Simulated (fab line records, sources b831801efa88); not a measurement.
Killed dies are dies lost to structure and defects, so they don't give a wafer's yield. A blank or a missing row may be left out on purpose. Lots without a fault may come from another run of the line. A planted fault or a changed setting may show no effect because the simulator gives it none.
fab line records | flow sky130
record lots=5 wafers=15 last_day=48
route steps=708 shown LDD_N@251 LDD_P@255 LDD_HVN@267 LDD_HVP@278
lots that met no fault: from a run of the same line without faults
start_h: hours from the record's first day to the start of the lot's first wafer shown | wait_h: hours since the lot's step before | " the same as in the row above | L1.1+2: a row that stands for several wafers | - no value, or no start given | * or withheld: withheld | < > ~ a bound
route shown NAME@n: a module of which the file shows steps, and the number in the route of the first | usual: mean/standard deviation of fault-free wafers | same: alike in all rows | chamber/n: place in a boat | sites: the reading at each site | _std_site: their standard deviation | _edge_site: outer sites' mean less inner sites' | radius_mm: how far each site lies from the wafer's centre | mask NAME#n: copy n | behind: the tool/chamber that last shaped the wafer | hold: why the lot was held/for how many hours/how that ended | device: the transistor (n, p or np) that didn't switch | end of line: the same wafers' tests at the end of the route | a step without rows: its recipe alone | killed: dies lost to structure and defects at the first sort, not the wafer's yield | map: a wafer's dies, x killed, . not, _ none there
set.NAME: the setting as run; set.NAME@STEP: as run at that earlier step | model.NAME: the simulator's own value behind a step, which no gauge read
lots at some steps of the route; a table a step, a row a wafer
services: from which hour (start_h, from the record's first day; less than 0 if before it) a tool's chamber was out of use, for how many hours, and why
## steps
# step SKY_LDD_N_IMPLANT_14
# recipe species=BF2 energy_kev=50 dose_cm2=5e+12 tilt_deg=30 rotation_deg=180
# columns lot.wafer tool chamber start_h wait_h
L076.2+4+5 implanter-04 0 450.00 0.1
L077.1+3+6 implanter-04 0 451.18 0.1
L079.3+5+6 implanter-02 0 452.59 0.1
L084.2+3+6 implanter-04 0 496.82 0.1
L086.2+5+6 implanter-02 0 510.57 0.1
# step SKY_LDD_N_IMPLANT_15
# recipe species=BF2 energy_kev=50 dose_cm2=5e+12 tilt_deg=30 rotation_deg=270
# columns lot.wafer tool chamber start_h wait_h
L076.2+4+5 implanter-04 0 450.15 0.1
L077.1+3+6 implanter-04 0 451.33 0.1
L079.3+5+6 implanter-02 0 452.74 0.1
L084.2+3+6 implanter-04 0 496.97 0.1
L086.2+5+6 implanter-02 0 510.72 0.1
# step SKY_LDD_N_STRIP_16
# recipe chemistry=O2/N2 power_w=1400 pressure_mtorr=1500 platen_temp_c=withheld o2_flow_sccm=3000 n2_flow_sccm=300 overash_fraction=0.5
# usual drypump_motor_current_A=5.67/0.18 oes_product_au=0.406/0.0048 strip_time_to_endpoint_s=4.315/0.015
# columns lot.wafer tool chamber start_h wait_h drypump_motor_current_A oes_product_au rf_hours_counter_h strip_time_to_endpoint_s
L076.2 plasma_asher-03 1 450.28 0.1 5.43 0.411 34 4.301
L076.4 " 0 " " 5.80 0.407 - 4.295
L076.5 " 0 " " 5.78 0.405 - 4.289
L077.1 plasma_asher-04 1 451.48 0.1 5.62 0.403 79 4.328
L077.3 " 0 " " 5.72 0.404 - 4.311
L077.6 " 0 " " 5.72 0.408 - 4.315
L079.3 plasma_asher-03 1 452.87 0.1 5.41 0.404 - 4.330
L079.5 " 1 " " 5.42 0.413 - 4.326
L079.6 " 0 " " 5.79 0.413 - 4.347
L084.2 plasma_asher-02 1 497.10 0.1 6.12 0.407 7 4.331
L084.3 " 0 " " 5.67 0.406 - 4.328
L084.6 " 1 " " 6.14 0.406 - 4.316
L086.2 plasma_asher-04 1 510.85 0.1 5.55 0.398 85 4.321
L086.5 " 1 " " 5.49 0.407 - 4.323
L086.6 " 0 " " 5.74 0.405 - 4.320
# step SKY_LDD_N_TW_MEAS_17
# usual LDD_N_TW=2601/18
# columns lot.wafer tool chamber start_h wait_h LDD_N_TW
L076.2 film_metro-02 - 450.39 0.1 2612
L076.4 " - " " 2604
L076.5 " - " " 2606
L077.1 film_metro-01 - 451.58 0.1 2583
L077.3 " - " " 2558
L077.6 " - " " 2566
L079.3 film_metro-02 - 452.96 0.1 2607
L079.5 " - " " 2608
L079.6 " - " " 2609
L084.2 film_metro-01 - 497.21 0.1 2595
L084.3 " - " " 2599
L084.6 " - " " 2598
L086.2 film_metro-02 - 510.96 0.1 2622
L086.5 " - " " 2621
L086.6 " - " " 2622
# step SKY_LDD_P_DEHYDRATE_00
# recipe temp_c=200 time_s=60
# usual resist_line_temp_C=23.01/0.12
# columns lot.wafer tool chamber start_h wait_h resist_line_temp_C
L076.2 litho_track-01 0 463.97 13.6 23.14
L076.4 " 0 " " 23.14
L076.5 " 0 " " 23.01
L077.1 litho_track-01 0 464.89 13.3 23.11
L077.3 " 0 " " 23.04
L077.6 " 0 " " 22.93
L079.3 litho_track-04 0 466.46 13.5 23.05
L079.5 " 0 " " 23.01
L079.6 " 0 " " 23.18
L084.2 litho_track-04 0 512.19 15.0 23.34
L084.3 " 0 " " 23.11
L084.6 " 0 " " 23.33
L086.2 litho_track-01 0 525.02 14.0 22.81
L086.5 " 0 " " 23.04
L086.6 " 0 " " 23.01
# step SKY_LDD_P_HMDS_01
# recipe prime_time_s=60 prime_temp_c=120
# usual resist_line_temp_C=22.98/0.12
# columns lot.wafer tool chamber start_h wait_h resist_line_temp_C
L076.2 litho_track-01 0 464.12 0.1 23.08
L076.4 " 0 " " 23.02
L076.5 " 0 " " 23.07
L077.1 litho_track-01 0 465.04 0.1 22.68
L077.3 " 0 " " 22.86
L077.6 " 0 " " 22.96
L079.3 litho_track-04 0 466.61 0.1 22.73
L079.5 " 0 " " 22.79
L079.6 " 0 " " 22.69
L084.2 litho_track-04 0 512.34 0.1 22.76
L084.3 " 0 " " 23.02
L084.6 " 0 " " 22.84
L086.2 litho_track-01 0 525.17 0.1 23.03
L086.5 " 0 " " 23.00
L086.6 " 0 " " 22.87
# step SKY_LDD_P_COAT_02
# recipe resist=NOVOLAK spin_rpm=3000 resist_thk_nm=1140
# usual resist_line_temp_C=22.99/0.11
# columns lot.wafer tool chamber start_h wait_h resist_line_temp_C
L076.2 litho_track-01 0 464.27 0.1 22.83
L076.4 " 0 " " 23.02
L076.5 " 0 " " 23.00
L077.1 litho_track-01 0 465.19 0.1 22.89
L077.3 " 0 " " 22.93
L077.6 " 0 " " 22.91
L079.3 litho_track-04 0 466.76 0.1 22.95
L079.5 " 0 " " 23.22
L079.6 " 0 " " 22.95
L084.2 litho_track-04 0 512.49 0.1 22.91
L084.3 " 0 " " 22.86
L084.6 " 0 " " 22.97
L086.2 litho_track-01 0 525.32 0.1 22.87
L086.5 " 0 " " 23.03
L086.6 " 0 " " 23.06
# step SKY_LDD_P_SOFTBAKE_03
# recipe temp_c=90 time_s=60 resist=NOVOLAK
# usual resist_line_temp_C=22.98/0.12
# columns lot.wafer tool chamber start_h wait_h resist_line_temp_C
L076.2 litho_track-01 0 464.42 0.1 22.91
L076.4 " 0 " " 22.93
L076.5 " 0 " " 23.04
L077.1 litho_track-01 0 465.34 0.1 22.89
L077.3 " 0 " " 22.90
L077.6 " 0 " " 23.09
L079.3 litho_track-04 0 466.91 0.1 22.88
L079.5 " 0 " " 23.08
L079.6 " 0 " " 22.85
L084.2 litho_track-04 0 512.64 0.1 23.02
L084.3 " 0 " " 23.02
L084.6 " 0 " " 23.05
L086.2 litho_track-01 0 525.47 0.1 22.94
L086.5 " 0 " " 23.32
L086.6 " 0 " " 23.07
# step SKY_LDD_P_EXPOSE_04
# recipe mask_id=PSDM na=0.6 source_shape=conventional sigma_outer=0.6 polarization=unpolarized target_cd_nm=380 dose_mj=138
# usual exposure_dose_mJ_cm2=138.02/0.12
# columns lot.wafer tool chamber start_h wait_h mask exposure_dose_mJ_cm2
L076.2 iline_stepper-02 0 - - PSDM#0 138.35
L076.4 " 0 " " PSDM#0 138.04
L076.5 " 0 " " PSDM#0 137.85
L077.1 iline_stepper-01 0 - - PSDM#0 137.98
L077.3 " 0 " " PSDM#0 138.03
L077.6 " 0 " " PSDM#0 137.93
L079.3 iline_stepper-01 0 - - PSDM#0 137.99
L079.5 " 0 " " PSDM#0 137.88
L079.6 " 0 " " PSDM#0 138.18
L084.2 iline_stepper-02 0 - - PSDM#0 137.99
L084.3 " 0 " " PSDM#0 137.94
L084.6 " 0 " " PSDM#0 137.94
L086.2 iline_stepper-02 0 - - PSDM#0 137.95
L086.5 " 0 " " PSDM#0 137.88
L086.6 " 0 " " PSDM#0 138.02
# step SKY_LDD_P_PEB_05
# recipe temp_c=withheld time_s=* resist=NOVOLAK
# usual resist_line_temp_C=*
# columns lot.wafer tool chamber start_h wait_h resist_line_temp_C
L076.2 litho_track-03 0 - - *
L076.4 " 0 " " *
L076.5 " 0 " " *
L077.1 litho_track-03 0 - - *
L077.3 " 0 " " *
L077.6 " 0 " " *
L079.3 litho_track-03 0 - - *
L079.5 " 0 " " *
L079.6 " 0 " " *
L084.2 litho_track-04 0 - - *
L084.3 " 0 " " *
L084.6 " 0 " " *
L086.2 litho_track-01 0 - - *
L086.5 " 0 " " *
L086.6 " 0 " " *
# step SKY_LDD_P_DEVELOP_06
# recipe resist=NOVOLAK developer=TMAH develop_time_s=60 dev_temp_c=23
# usual developer_temp_C=22.99/0.12 resist_line_temp_C=23.02/0.12
# columns lot.wafer tool chamber start_h wait_h developer_temp_C resist_line_temp_C
L076.2 litho_track-03 0 479.22 0.1 22.99 23.02
L076.4 " 0 " " 23.11 22.92
L076.5 " 0 " " 23.04 22.98
L077.1 litho_track-03 0 481.50 0.1 23.05 23.10
L077.3 " 0 " " 23.12 23.15
L077.6 " 0 " " 23.13 23.17
L079.3 litho_track-03 0 483.05 0.1 23.06 22.99
L079.5 " 0 " " 23.02 22.99
L079.6 " 0 " " 22.90 22.80
L084.2 litho_track-04 0 527.29 0.1 22.89 23.05
L084.3 " 0 " " 22.80 22.88
L084.6 " 0 " " 22.89 22.95
L086.2 litho_track-01 0 540.42 0.1 22.96 22.86
L086.5 " 0 " " 22.99 22.80
L086.6 " 0 " " 22.96 22.88
# step SKY_LDD_P_CD_MEAS_07
# recipe target_cd_nm=380
# usual cd_nm=380/3.1
# columns lot.wafer tool chamber start_h wait_h cd_nm
L076.2 cd_sem-01 - 479.37 0.1 390
L076.4 " - " " 387
L076.5 " - " " 388
L077.1 cd_sem-02 - 481.65 0.1 376
L077.3 " - " " 377
L077.6 " - " " 375
L079.3 cd_sem-01 - 483.19 0.1 379
L079.5 " - " " 379
L079.6 " - " " 379
L084.2 cd_sem-02 - 527.43 0.1 378
L084.3 " - " " 378
L084.6 " - " " 377
L086.2 cd_sem-01 - 540.56 0.1 375
L086.5 " - " " 377
L086.6 " - " " 378
# step SKY_LDD_P_OVL_MEAS_08
# usual LDD_P_OVL=0.3/1.6
# columns lot.wafer tool chamber start_h wait_h LDD_P_OVL[nm]
L076.2 overlay-02 - 479.48 0.1 3.1
L076.4 " - " " 3.6
L076.5 " - " " 3.2
L077.1 overlay-02 - 481.77 0.1 -0.5
L077.3 " - " " 0.2
L077.6 " - " " -0.3
L079.3 overlay-02 - 483.28 0.1 0.6
L079.5 " - " " 2.3
L079.6 " - " " 2.3
L084.2 overlay-02 - 527.54 0.1 2.9
L084.3 " - " " 2.6
L084.6 " - " " 2.8
L086.2 overlay-01 - 540.67 0.1 -1.5
L086.5 " - " " -1.2
L086.6 " - " " -1.1
# step SKY_LDD_P_IMPLANT_09
# recipe species=BF2 energy_kev=25 dose_cm2=1e+13 tilt_deg=withheld
# columns lot.wafer tool chamber start_h wait_h
L076.2+4+5 implanter-03 0 479.53 0.0
L077.1+3+6 implanter-03 0 481.81 0.0
L079.3+5+6 implanter-03 0 483.36 0.1
L084.2+3+6 implanter-02 0 527.59 0.0
L086.2+5+6 implanter-02 0 540.72 0.0
# step SKY_LDD_P_STRIP_10
# recipe chemistry=O2/N2 power_w=1400 pressure_mtorr=1500 platen_temp_c=withheld o2_flow_sccm=3000 n2_flow_sccm=300 overash_fraction=0.5
# usual drypump_motor_current_A=5.6/0.35 oes_product_au=0.716/0.0046 strip_time_to_endpoint_s=14.17/0.046
# columns lot.wafer tool chamber start_h wait_h drypump_motor_current_A oes_product_au rf_hours_counter_h strip_time_to_endpoint_s
L076.2 plasma_asher-01 0 479.66 0.1 5.1 0.714 63 14.08
L076.4 " 0 " " 5.1 0.712 - 14.11
L076.5 " 0 " " 5.1 0.719 - 14.14
L077.1 plasma_asher-03 1 481.96 0.1 5.4 0.714 37 14.10
L077.3 " 1 " " 5.4 0.713 - 14.13
L077.6 " 1 " " 5.4 0.717 - 14.12
L079.3 plasma_asher-03 1 483.49 0.1 5.4 0.718 - 14.12
L079.5 " 0 " " 5.8 0.712 - 14.16
L079.6 " 1 " " 5.4 0.707 - 14.19
L084.2 plasma_asher-03 1 527.72 0.1 5.4 0.725 42 14.22
L084.3 " 1 " " 5.4 0.721 - 14.20
L084.6 " 1 " " 5.4 0.714 - 14.27
L086.2 plasma_asher-01 1 540.85 0.1 5.2 0.709 70 14.16
L086.5 " 1 " " 5.2 0.722 - 14.18
L086.6 " 0 " " 5.1 0.718 - 14.19
# step SKY_LDD_P_TW_MEAS_11
# usual LDD_P_TW=637/5.1
# columns lot.wafer tool chamber start_h wait_h LDD_P_TW
L076.2 film_metro-03 - 479.77 0.1 635
L076.4 " - " " 634
L076.5 " - " " 639
L077.1 film_metro-04 - 482.06 0.1 644
L077.3 " - " " 646
L077.6 " - " " 641
L079.3 film_metro-04 - 483.58 0.1 642
L079.5 " - " " 643
L079.6 " - " " 643
L084.2 film_metro-04 - 527.83 0.1 644
L084.3 " - " " 643
L084.6 " - " " 644
L086.2 film_metro-01 - 540.96 0.1 636
L086.5 " - " " 632
L086.6 " - " " 635
# step SKY_LDD_HVN_DEHYDRATE_00
# recipe temp_c=200 time_s=60
# usual resist_line_temp_C=22.98/0.11
# columns lot.wafer tool chamber start_h wait_h resist_line_temp_C
L076.2 litho_track-03 0 494.42 14.6 22.89
L076.4 " 0 " " 23.07
L076.5 " 0 " " 22.96
L077.1 litho_track-03 0 496.20 14.1 23.03
L077.3 " 0 " " 22.98
L077.6 " 0 " " 23.03
L079.3 litho_track-04 0 497.11 13.5 23.03
L079.5 " 0 " " 22.93
L079.6 " 0 " " 22.88
L084.2 litho_track-02 0 543.24 15.4 22.96
L084.3 " 0 " " 22.99
L084.6 " 0 " " 22.97
L086.2 litho_track-02 0 555.44 14.5 22.95
L086.5 " 0 " " 23.04
L086.6 " 0 " " 22.96
# step SKY_LDD_HVN_HMDS_01
# recipe prime_time_s=60 prime_temp_c=120
# usual resist_line_temp_C=22.98/0.093
# columns lot.wafer tool chamber start_h wait_h resist_line_temp_C
L076.2 litho_track-03 0 494.57 0.1 23.03
L076.4 " 0 " " 23.00
L076.5 " 0 " " 22.91
L077.1 litho_track-03 0 496.35 0.1 22.95
L077.3 " 0 " " 22.84
L077.6 " 0 " " 22.88
L079.3 litho_track-04 0 497.26 0.1 23.03
L079.5 " 0 " " 22.92
L079.6 " 0 " " 22.97
L084.2 litho_track-02 0 543.39 0.1 22.94
L084.3 " 0 " " 22.99
L084.6 " 0 " " 23.02
L086.2 litho_track-02 0 555.59 0.1 22.95
L086.5 " 0 " " 23.11
L086.6 " 0 " " 23.09
# step SKY_LDD_HVN_COAT_02
# recipe resist=NOVOLAK spin_rpm=3000 resist_thk_nm=300
# usual resist_line_temp_C=22.99/0.1
# columns lot.wafer tool chamber start_h wait_h resist_line_temp_C
L076.2 litho_track-03 0 494.72 0.1 22.95
L076.4 " 0 " " 23.06
L076.5 " 0 " " 23.06
L077.1 litho_track-03 0 496.50 0.1 23.10
L077.3 " 0 " " 23.13
L077.6 " 0 " " 23.10
L079.3 litho_track-04 0 497.41 0.1 22.90
L079.5 " 0 " " 22.98
L079.6 " 0 " " 23.10
L084.2 litho_track-02 0 543.54 0.1 23.09
L084.3 " 0 " " 22.99
L084.6 " 0 " " 23.12
L086.2 litho_track-02 0 555.74 0.1 22.95
L086.5 " 0 " " 22.94
L086.6 " 0 " " 22.87
# step SKY_LDD_HVN_SOFTBAKE_03
# recipe temp_c=90 time_s=60 resist=NOVOLAK
# usual resist_line_temp_C=22.98/0.11
# columns lot.wafer tool chamber start_h wait_h resist_line_temp_C
L076.2 litho_track-03 0 494.87 0.1 23.08
L076.4 " 0 " " 22.90
L076.5 " 0 " " 22.89
L077.1 litho_track-03 0 496.65 0.1 23.03
L077.3 " 0 " " 22.92
L077.6 " 0 " " 22.85
L079.3 litho_track-04 0 497.56 0.1 23.02
L079.5 " 0 " " 23.01
L079.6 " 0 " " 23.06
L084.2 litho_track-02 0 543.69 0.1 22.93
L084.3 " 0 " " 22.99
L084.6 " 0 " " 22.84
L086.2 litho_track-02 0 555.89 0.1 22.90
L086.5 " 0 " " 22.83
L086.6 " 0 " " 22.86
# step SKY_LDD_HVN_EXPOSE_04
# recipe mask_id=HVNTM na=0.6 source_shape=conventional sigma_outer=0.6 polarization=unpolarized target_cd_nm=700 dose_mj=127
# usual exposure_dose_mJ_cm2=127.00/0.14
# columns lot.wafer tool chamber start_h wait_h mask exposure_dose_mJ_cm2
L076.2 iline_stepper-02 0 - - HVNTM#0 127.25
L076.4 " 0 " " HVNTM#0 127.21
L076.5 " 0 " " HVNTM#0 127.21
L077.1 iline_stepper-01 0 - - HVNTM#0 127.01
L077.3 " 0 " " HVNTM#0 127.11
L077.6 " 0 " " HVNTM#0 127.18
L079.3 iline_stepper-02 0 - - HVNTM#0 127.25
L079.5 " 0 " " HVNTM#0 126.88
L079.6 " 0 " " HVNTM#0 126.94
L084.2 iline_stepper-01 0 - - HVNTM#0 126.77
L084.3 " 0 " " HVNTM#0 126.98
L084.6 " 0 " " HVNTM#0 126.70
L086.2 iline_stepper-01 0 - - HVNTM#0 126.97
L086.5 " 0 " " HVNTM#0 127.04
L086.6 " 0 " " HVNTM#0 126.94
# step SKY_LDD_HVN_PEB_05
# recipe temp_c=withheld time_s=* resist=NOVOLAK
# usual resist_line_temp_C=*
# columns lot.wafer tool chamber start_h wait_h resist_line_temp_C
L076.2 litho_track-03 0 - - *
L076.4 " 0 " " *
L076.5 " 0 " " *
L077.1 litho_track-02 0 - - *
L077.3 " 0 " " *
L077.6 " 0 " " *
L079.3 litho_track-03 0 - - *
L079.5 " 0 " " *
L079.6 " 0 " " *
L084.2 litho_track-03 0 - - *
L084.3 " 0 " " *
L084.6 " 0 " " *
L086.2 litho_track-02 0 - - *
L086.5 " 0 " " *
L086.6 " 0 " " *
# step SKY_LDD_HVN_DEVELOP_06
# recipe resist=NOVOLAK developer=TMAH develop_time_s=60 dev_temp_c=23
# usual developer_temp_C=22.99/0.1 resist_line_temp_C=23.03/0.13
# columns lot.wafer tool chamber start_h wait_h developer_temp_C resist_line_temp_C
L076.2 litho_track-03 0 510.17 0.1 23.08 23.10
L076.4 " 0 " " 22.97 23.06
L076.5 " 0 " " 22.97 22.90
L077.1 litho_track-02 0 512.02 0.1 23.00 22.90
L077.3 " 0 " " 22.95 23.11
L077.6 " 0 " " 23.11 22.98
L079.3 litho_track-03 0 513.10 0.1 22.97 23.02
L079.5 " 0 " " 23.09 22.97
L079.6 " 0 " " 23.03 23.17
L084.2 litho_track-03 0 557.92 0.1 22.86 22.95
L084.3 " 0 " " 22.86 22.95
L084.6 " 0 " " 23.01 22.94
L086.2 litho_track-02 0 570.29 0.1 22.95 22.84
L086.5 " 0 " " 23.09 22.85
L086.6 " 0 " " 22.82 22.66
# step SKY_LDD_HVN_OVL_MEAS_07
# usual LDD_HVN_OVL=0.2/1.3
# columns lot.wafer tool chamber start_h wait_h LDD_HVN_OVL[nm]
L076.2 overlay-01 - 510.31 0.1 -1.9
L076.4 " - " " -1.5
L076.5 " - " " -0.6
L077.1 overlay-01 - 512.17 0.1 -0.3
L077.3 " - " " -0.1
L077.6 " - " " -0.8
L079.3 overlay-02 - 513.21 0.1 0.1
L079.5 " - " " 0.8
L079.6 " - " " 2.1
L084.2 overlay-01 - 558.06 0.1 1.2
L084.3 " - " " 1.8
L084.6 " - " " 0.5
L086.2 overlay-01 - 570.42 0.1 0.1
L086.5 " - " " -0.8
L086.6 " - " " -1.2
# step SKY_LDD_HVN_IMPLANT_08
# recipe species=P energy_kev=60.43 dose_cm2=3e+13 tilt_deg=40
# columns lot.wafer tool chamber start_h wait_h
L076.2+4+5 implanter-04 0 510.36 0.0
L077.1+3+6 implanter-03 0 512.20 0.0
L079.3+5+6 implanter-03 0 513.29 0.1
L084.2+3+6 implanter-04 0 558.11 0.0
L086.2+5+6 implanter-01 0 570.48 0.0
# step SKY_LDD_HVN_STRIP_09
# recipe chemistry=O2/N2 power_w=1400 pressure_mtorr=1500 platen_temp_c=withheld o2_flow_sccm=3000 n2_flow_sccm=300 overash_fraction=0.5
# usual drypump_motor_current_A=5.44/0.28 oes_product_au=0.407/0.0043 strip_time_to_endpoint_s=4.130/0.013
# columns lot.wafer tool chamber start_h wait_h drypump_motor_current_A oes_product_au rf_hours_counter_h strip_time_to_endpoint_s
L076.2 plasma_asher-03 0 510.49 0.1 5.81 0.412 40 4.125
L076.4 " 0 " " 5.80 0.400 - 4.129
L076.5 " 0 " " 5.78 0.404 - 4.128
L077.1 plasma_asher-03 1 512.35 0.1 5.42 0.411 41 4.132
L077.3 " 0 " " 5.81 0.413 - 4.121
L077.6 " 0 " " 5.80 0.407 - 4.143
L079.3 plasma_asher-04 0 513.42 0.1 5.73 0.410 - 4.138
L079.5 " 1 " " 5.63 0.411 - 4.137
L079.6 " 0 " " 5.72 0.411 - 4.144
L084.2 plasma_asher-04 0 558.24 0.1 5.71 0.402 90 4.120
L084.3 " 1 " " 5.63 0.414 - 4.109
L084.6 " 1 " " 5.60 0.405 - 4.121
L086.2 plasma_asher-03 1 570.60 0.1 5.43 0.403 46 4.136
L086.5 " 1 " " 5.45 0.408 - 4.123
L086.6 " 0 " " 5.80 0.404 - 4.130
# step SKY_LDD_HVN_TW_MEAS_10
# usual LDD_HVN_TW=1444/11
# columns lot.wafer tool chamber start_h wait_h LDD_HVN_TW
L076.2 film_metro-02 - 510.60 0.1 1463
L076.4 " - " " 1462
L076.5 " - " " 1453
L077.1 film_metro-03 - 512.47 0.1 1427
L077.3 " - " " 1420
L077.6 " - " " 1429
L079.3 film_metro-01 - 513.51 0.1 1444
L079.5 " - " " 1432
L079.6 " - " " 1429
L084.2 film_metro-02 - 558.35 0.1 1458
L084.3 " - " " 1462
L084.6 " - " " 1460
L086.2 film_metro-01 - 570.71 0.1 1446
L086.5 " - " " 1429
L086.6 " - " " 1448
# step SKY_LDD_HVP_DEHYDRATE_00
# recipe temp_c=200 time_s=60
# usual resist_line_temp_C=22.97/0.1
# columns lot.wafer tool chamber start_h wait_h resist_line_temp_C
L076.2 litho_track-03 0 524.87 14.3 22.90
L076.4 " 0 " " 22.80
L076.5 " 0 " " 23.00
L077.1 litho_track-03 0 526.70 14.2 23.02
L077.3 " 0 " " 23.17
L077.6 " 0 " " 23.09
L079.3 litho_track-03 0 527.65 14.1 22.91
L079.5 " 0 " " 22.94
L079.6 " 0 " " 22.95
L084.2 litho_track-01 0 572.87 14.5 22.91
L084.3 " 0 " " 23.01
L084.6 " 0 " " 22.81
L086.2 litho_track-02 0 584.44 13.7 23.04
L086.5 " 0 " " 22.96
L086.6 " 0 " " 22.90
# step SKY_LDD_HVP_HMDS_01
# recipe prime_time_s=60 prime_temp_c=120
# usual resist_line_temp_C=22.99/0.11
# columns lot.wafer tool chamber start_h wait_h resist_line_temp_C
L076.2 litho_track-03 0 525.02 0.1 23.08
L076.4 " 0 " " 22.91
L076.5 " 0 " " 22.85
L077.1 litho_track-03 0 526.85 0.1 22.98
L077.3 " 0 " " 22.86
L077.6 " 0 " " 22.77
L079.3 litho_track-03 0 527.80 0.1 23.08
L079.5 " 0 " " 23.00
L079.6 " 0 " " 22.95
L084.2 litho_track-01 0 573.02 0.1 22.94
L084.3 " 0 " " 23.03
L084.6 " 0 " " 22.95
L086.2 litho_track-02 0 584.59 0.1 23.14
L086.5 " 0 " " 22.93
L086.6 " 0 " " 23.01
# step SKY_LDD_HVP_COAT_02
# recipe resist=NOVOLAK spin_rpm=3000 resist_thk_nm=300
# usual resist_line_temp_C=23.00/0.093
# columns lot.wafer tool chamber start_h wait_h resist_line_temp_C
L076.2 litho_track-03 0 525.17 0.1 23.08
L076.4 " 0 " " 23.09
L076.5 " 0 " " 23.04
L077.1 litho_track-03 0 527.00 0.1 22.91
L077.3 " 0 " " 22.98
L077.6 " 0 " " 22.85
L079.3 litho_track-03 0 527.95 0.1 22.81
L079.5 " 0 " " 22.79
L079.6 " 0 " " 22.75
L084.2 litho_track-01 0 573.17 0.1 22.91
L084.3 " 0 " " 23.00
L084.6 " 0 " " 23.05
L086.2 litho_track-02 0 584.74 0.1 22.97
L086.5 " 0 " " 22.98
L086.6 " 0 " " 23.02
# step SKY_LDD_HVP_SOFTBAKE_03
# recipe temp_c=90 time_s=60 resist=NOVOLAK
# usual resist_line_temp_C=23.00/0.11
# columns lot.wafer tool chamber start_h wait_h resist_line_temp_C
L076.2 litho_track-03 0 525.32 0.1 23.20
L076.4 " 0 " " 22.88
L076.5 " 0 " " 23.02
L077.1 litho_track-03 0 527.15 0.1 23.05
L077.3 " 0 " " 23.03
L077.6 " 0 " " 22.97
L079.3 litho_track-03 0 528.10 0.1 23.09
L079.5 " 0 " " 23.04
L079.6 " 0 " " 22.93
L084.2 litho_track-01 0 573.32 0.1 22.84
L084.3 " 0 " " 22.88
L084.6 " 0 " " 22.74
L086.2 litho_track-02 0 584.89 0.1 23.03
L086.5 " 0 " " 23.12
L086.6 " 0 " " 23.13
# step SKY_LDD_HVP_EXPOSE_04
# recipe mask_id=HVPTM na=0.6 source_shape=conventional sigma_outer=0.6 polarization=unpolarized target_cd_nm=700 dose_mj=86
# usual exposure_dose_mJ_cm2=86.00/0.086
# columns lot.wafer tool chamber start_h wait_h mask exposure_dose_mJ_cm2
L076.2 iline_stepper-01 0 - - HVPTM#0 86.09
L076.4 " 0 " " HVPTM#0 86.02
L076.5 " 0 " " HVPTM#0 86.01
L077.1 iline_stepper-01 0 - - HVPTM#0 86.02
L077.3 " 0 " " HVPTM#0 85.88
L077.6 " 0 " " HVPTM#0 85.74
L079.3 iline_stepper-02 0 - - HVPTM#0 86.06
L079.5 " 0 " " HVPTM#0 85.99
L079.6 " 0 " " HVPTM#0 86.06
L084.2 iline_stepper-01 0 - - HVPTM#0 86.00
L084.3 " 0 " " HVPTM#0 85.99
L084.6 " 0 " " HVPTM#0 86.04
L086.2 iline_stepper-02 0 - - HVPTM#0 86.02
L086.5 " 0 " " HVPTM#0 85.98
L086.6 " 0 " " HVPTM#0 86.12
# step SKY_LDD_HVP_PEB_05
# recipe temp_c=withheld time_s=* resist=NOVOLAK
# usual resist_line_temp_C=*
# columns lot.wafer tool chamber start_h wait_h resist_line_temp_C
L076.2 litho_track-02 0 - - *
L076.4 " 0 " " *
L076.5 " 0 " " *
L077.1 litho_track-02 0 - - *
L077.3 " 0 " " *
L077.6 " 0 " " *
L079.3 litho_track-03 0 - - *
L079.5 " 0 " " *
L079.6 " 0 " " *
L084.2 litho_track-01 0 - - *
L084.3 " 0 " " *
L084.6 " 0 " " *
L086.2 litho_track-01 0 - - *
L086.5 " 0 " " *
L086.6 " 0 " " *
# step SKY_LDD_HVP_DEVELOP_06
# recipe resist=NOVOLAK developer=TMAH develop_time_s=60 dev_temp_c=23
# usual developer_temp_C=23.03/0.095 resist_line_temp_C=23.02/0.11
# columns lot.wafer tool chamber start_h wait_h developer_temp_C resist_line_temp_C
L076.2 litho_track-02 0 540.34 0.1 23.02 23.06
L076.4 " 0 " " 23.01 22.91
L076.5 " 0 " " 23.03 22.93
L077.1 litho_track-02 0 543.07 0.1 23.01 23.06
L077.3 " 0 " " 23.06 23.16
L077.6 " 0 " " 23.07 23.24
L079.3 litho_track-03 0 543.75 0.1 22.89 22.99
L079.5 " 0 " " 23.01 23.15
L079.6 " 0 " " 22.98 23.11
L084.2 litho_track-01 0 587.17 0.1 22.95 22.96
L084.3 " 0 " " 23.06 23.10
L084.6 " 0 " " 23.15 23.02
L086.2 litho_track-01 0 599.37 0.1 23.04 22.97
L086.5 " 0 " " 23.07 22.93
L086.6 " 0 " " 23.06 22.81
# step SKY_LDD_HVP_OVL_MEAS_07
# usual LDD_HVP_OVL=-0.2/1.4
# columns lot.wafer tool chamber start_h wait_h LDD_HVP_OVL[nm]
L076.2 overlay-02 - 540.47 0.1 0.7
L076.4 " - " " 1.8
L076.5 " - " " -0.2
L077.1 overlay-02 - 543.22 0.1 1.0
L077.3 " - " " 0.2
L077.6 " - " " 0.8
L079.3 overlay-02 - 543.86 0.1 -1.0
L079.5 " - " " -1.9
L079.6 " - " " -0.8
L084.2 overlay-01 - 587.30 0.1 0.9
L084.3 " - " " 2.2
L084.6 " - " " 0.0
L086.2 overlay-01 - 599.50 0.1 -0.8
L086.5 " - " " -0.1
L086.6 " - " " 2.3
# step SKY_LDD_HVP_IMPLANT_08
# recipe species=B energy_kev=20 dose_cm2=1.7e+13 tilt_deg=17.9
# columns lot.wafer tool chamber start_h wait_h
L076.2+4+5 implanter-04 0 540.53 0.0
L077.1+3+6 implanter-04 0 543.25 0.0
L079.3+5+6 implanter-02 0 543.94 0.1
L084.2+3+6 implanter-03 0 587.35 0.0
L086.2+5+6 implanter-03 0 599.55 0.0
## services
# columns tool chamber start_h hours kind
plasma_asher-02 0 430.30 - clean
plasma_asher-02 1 430.30 - clean
implanter-02 - 446.59 4.9 pm
implanter-03 - 452.04 4.7 pm
plasma_asher-01 - 474.35 0.6 repair
implanter-04 - 489.86 1.7 repair
iline_stepper-02 - 495.76 1.3 repair
iline_stepper-01 - 558.06 1.7 pm
plasma_asher-02 - 563.22 1.4 repair
implanter-04 - 566.57 4.7 pm
## key
fault none
